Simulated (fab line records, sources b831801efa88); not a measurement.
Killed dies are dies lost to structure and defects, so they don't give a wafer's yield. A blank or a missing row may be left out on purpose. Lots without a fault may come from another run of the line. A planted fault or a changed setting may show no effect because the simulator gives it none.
Which tool did it? | flow sky130 | 12 lots, 36 wafers sampled, at 6 steps of a route of 708

WHAT THE GAUGES READ, wafer by wafer
SKY_SD_N_CD_MEAS_07: target cd 380 nm. Usual: cd_nm 379.6 nm, standard deviation 2.3.
lot  | measured     | on        | cd_nm (nm)        | flag
L620 | day 28 03:55 | cd_sem-01 | 379.9 375.8 377.4 |
L626 | day 30 09:19 | cd_sem-02 | 374.5 377.3 374.2 |
L627 | day 30 13:46 | cd_sem-01 | 379.4 380.4 377.5 |
L628 | day 30 22:49 | cd_sem-01 | 381.3 382.5 382.2 |
L629 | day 31 08:26 | cd_sem-01 | 378.6 378.4 379.3 |
L635 | day 33 06:10 | cd_sem-01 | 383.1 383.0 380.6 |
L636 | day 33 13:24 | cd_sem-02 | 379.8 381.7 380.8 |
L638 | day 33 22:22 | cd_sem-01 | 378.2 383.2 379.9 |
L639 | day 34 13:20 | cd_sem-01 | 382.5 383.7 384.2 |
L640 | day 34 15:57 | cd_sem-01 | 380.1 380.3 379.6 |
L641 | day 34 18:11 | cd_sem-01 | 377.3 379.3 381.4 |
L642 | day 35 06:38 | cd_sem-01 | 377.8 379.8 379.7 |

SKY_SD_N_RS_MEAS_16: measures by four-point-probe. Usual: SD_N_RS 68.57 ohm/sq, standard deviation 0.14.
lot  | measured     | on            | SD_N_RS (ohm/sq)  | flag
L620 | day 28 04:45 | film_metro-04 | 68.51 68.50 68.72 |
L626 | day 30 10:09 | film_metro-02 | 73.55 73.38 73.59 | OFF
L627 | day 30 14:36 | film_metro-02 | 68.63 68.34 68.42 |
L628 | day 30 23:40 | film_metro-04 | 73.38 73.66 73.49 | OFF
L629 | day 31 09:20 | film_metro-02 | 68.66 68.57 68.62 |
L635 | day 33 07:01 | film_metro-01 | 68.57 68.55 68.52 |
L636 | day 33 14:17 | film_metro-02 | 68.63 68.49 68.51 |
L638 | day 33 23:13 | film_metro-02 | 68.59 68.26 68.32 |
L639 | day 34 14:11 | film_metro-02 | 68.61 68.75 68.89 |
L640 | day 34 16:48 | film_metro-02 | 68.57 68.52 68.61 |
L641 | day 34 19:02 | film_metro-04 | 68.55 68.46 68.71 |
L642 | day 35 07:29 | film_metro-02 | 68.56 68.44 68.45 |

SKY_SD_N_RS_MEAS_17: measures by four-point-probe. Usual: SD_P_RS 147.1 ohm/sq, standard deviation 0.37.
lot  | measured     | on            | SD_P_RS (ohm/sq)  | flag
L620 | day 28 04:52 | film_metro-04 | 147.0 147.2 147.1 |
L626 | day 30 10:16 | film_metro-02 | 177.6 177.4 177.7 | OFF
L627 | day 30 14:43 | film_metro-02 | 146.7 147.4 146.5 |
L628 | day 30 23:47 | film_metro-04 | 177.2 177.9 177.9 | OFF
L629 | day 31 09:27 | film_metro-02 | 147.2 146.7 147.1 |
L635 | day 33 07:08 | film_metro-01 | 147.1 147.4 147.0 |
L636 | day 33 14:25 | film_metro-02 | 147.4 147.1 147.4 |
L638 | day 33 23:20 | film_metro-02 | 146.7 146.6 146.6 |
L639 | day 34 14:18 | film_metro-02 | 147.5 147.6 147.9 |
L640 | day 34 16:55 | film_metro-02 | 146.9 146.6 147.2 |
L641 | day 34 19:10 | film_metro-04 | 147.3 146.9 147.1 |
L642 | day 35 07:36 | film_metro-02 | 147.1 146.8 147.0 |

SKY_SD_N_RS_MEAS_18: measures by four-point-probe. Usual: RES_XHIGH_RS 333.4 ohm/sq, standard deviation 1.5.
lot  | measured     | on            | RES_XHIGH_RS (ohm/sq) | flag
L620 | day 28 04:59 | film_metro-04 | 333.4 332.8 334.2     |
L626 | day 30 10:23 | film_metro-02 | 336.1 336.9 334.0     |
L627 | day 30 14:50 | film_metro-02 | 330.7 332.5 331.8     |
L628 | day 30 23:54 | film_metro-04 | 335.4 336.6 334.9     |
L629 | day 31 09:34 | film_metro-02 | 334.3 333.9 334.6     |
L635 | day 33 07:15 | film_metro-01 | 335.6 333.9 333.8     |
L636 | day 33 14:32 | film_metro-02 | 333.3 332.7 333.2     |
L638 | day 33 23:27 | film_metro-02 | 332.7 333.0 331.8     |
L639 | day 34 14:25 | film_metro-02 | 333.9 334.4 332.9     |
L640 | day 34 17:02 | film_metro-02 | 332.3 334.1 333.7     |
L641 | day 34 19:17 | film_metro-04 | 332.9 333.8 333.5     |
L642 | day 35 07:43 | film_metro-02 | 334.4 334.2 334.7     |

WHICH TOOL RAN EACH LOT (tool, then ch and the chambers of the sampled wafers, then the start)
lot  | SKY_POLY_CUT_ETCH_11               | SKY_SD_N_RTA_14
L620 | rie_diel-01 ch 0,1,2, day 24 11:05 | rtp_anneal-01 ch 0, day 28 04:34
L626 | rie_diel-04 ch 0,3, day 26 20:20   | rtp_anneal-01 ch 0, day 30 09:59
L627 | rie_diel-04 ch 0,2,3, day 27 01:27 | rtp_anneal-02 ch 0, day 30 14:25
L628 | rie_diel-04 ch 0,1,3, day 27 09:05 | rtp_anneal-01 ch 0, day 30 23:29
L629 | rie_diel-04 ch 0,1, day 27 19:28   | rtp_anneal-02 ch 0, day 31 09:08
L635 | rie_diel-03 ch 0,1,2, day 29 20:23 | rtp_anneal-02 ch 0, day 33 06:50
L636 | rie_diel-03 ch 0,1,3, day 30 02:58 | rtp_anneal-01 ch 0, day 33 14:07
L638 | rie_diel-01 ch 0,2,3, day 30 12:59 | rtp_anneal-01 ch 0, day 33 23:02
L639 | rie_diel-03 ch 2,3, day 31 04:30   | rtp_anneal-02 ch 0, day 34 13:59
L640 | rie_diel-03 ch 2,3, day 31 06:59   | rtp_anneal-01 ch 0, day 34 16:38
L641 | rie_diel-01 ch 0,1,2, day 31 10:13 | rtp_anneal-02 ch 0, day 34 18:51
L642 | rie_diel-01 ch 0,2, day 31 23:09   | rtp_anneal-01 ch 0, day 35 07:17
- SKY_POLY_CUT_ETCH_11: etches Si3N4 in CF4/CH2F2/Ar, stops on poly-Si, time 42.5 s, target depth 60 nm.
- SKY_SD_N_RTA_14: time 2 s.

WHAT THE TOOLS THEMSELVES READ (means of the sampled wafers that have a number; where no wafer has one, the mark that the record gives instead)
SKY_POLY_CUT_ETCH_11. Usual: drypump_motor_current_A 5.8 A, standard deviation 0.37; oes_product_au 0.827 a.u., standard deviation 0.0064; throttle_valve_pct 14.994 %, standard deviation 0.0091.
lot  | tool        | drypump_motor_current_A (A) | oes_product_au (a.u.) | throttle_valve_pct (%) | flag
L620 | rie_diel-01 | 5.6                         | 0.819                 | 14.993                 |
L626 | rie_diel-04 | 6.1                         | 0.829                 | 14.992                 |
L627 | rie_diel-04 | 5.8                         | 0.828                 | 14.996                 |
L628 | rie_diel-04 | 6.0                         | 0.833                 | 14.998                 |
L629 | rie_diel-04 | 5.9                         | 0.822                 | 15.002                 |
L635 | rie_diel-03 | 5.6                         | 0.831                 | 14.998                 |
L636 | rie_diel-03 | 5.9                         | 0.836                 | 14.989                 |
L638 | rie_diel-01 | 5.7                         | 0.829                 | 14.997                 |
L639 | rie_diel-03 | 5.9                         | 0.825                 | 14.993                 |
L640 | rie_diel-03 | 5.6                         | 0.822                 | 14.994                 |
L641 | rie_diel-01 | 5.6                         | 0.823                 | 14.998                 |
L642 | rie_diel-01 | 5.5                         | 0.827                 | 14.997                 |

SKY_SD_N_RTA_14. Usual: lamp_power_pct 15.73 %, standard deviation 0.048; wafer_temp_C_max 1078.0, standard deviation 1.3.
lot  | tool          | lamp_power_pct (%) | wafer_temp_C_max | flag
L620 | rtp_anneal-01 | 15.73              | 1077.8           |
L626 | rtp_anneal-01 | 14.60              | 1076.6           | OFF
L627 | rtp_anneal-02 | 15.73              | 1078.0           |
L628 | rtp_anneal-01 | 14.64              | 1077.8           | OFF
L629 | rtp_anneal-02 | 15.70              | 1077.5           |
L635 | rtp_anneal-02 | 15.75              | 1077.9           |
L636 | rtp_anneal-01 | 15.69              | 1079.3           |
L638 | rtp_anneal-01 | 15.74              | 1078.2           |
L639 | rtp_anneal-02 | 15.78              | 1077.0           |
L640 | rtp_anneal-01 | 15.70              | 1077.9           |
L641 | rtp_anneal-02 | 15.76              | 1078.4           |
L642 | rtp_anneal-01 | 15.74              | 1079.2           |

THE ANSWER, worked out from the rows above alone
Rule: a lot is off if the mean of its wafers that have a number lies more than 3 standard deviations from the usual mean. A lot without any number at a reading at which 4 lots or more have one is off too. The other lots that the step has rows for count as sound. The gauges are gone through in route order, then the tools' own readings, and for those a lot's mean is taken as printed above. The first step at which some lot is off is used, and at that step the reading that is off furthest; a lot without a number counts as furthest.
Off: L626, L628, at SKY_SD_N_RS_MEAS_16 (SD_N_RS).
A tool fits if, at a process step before that reading, it ran every lot that is off, and no sound lot after the first of them. The gauges at SKY_SD_N_RS_MEAS_16 aren't tried: what is off there is off at SKY_SD_N_RTA_14 too, on other tools, and a gauge's error can't cause that. None of those tried fits.

WHAT THE SIMULATOR HAD PUT IN
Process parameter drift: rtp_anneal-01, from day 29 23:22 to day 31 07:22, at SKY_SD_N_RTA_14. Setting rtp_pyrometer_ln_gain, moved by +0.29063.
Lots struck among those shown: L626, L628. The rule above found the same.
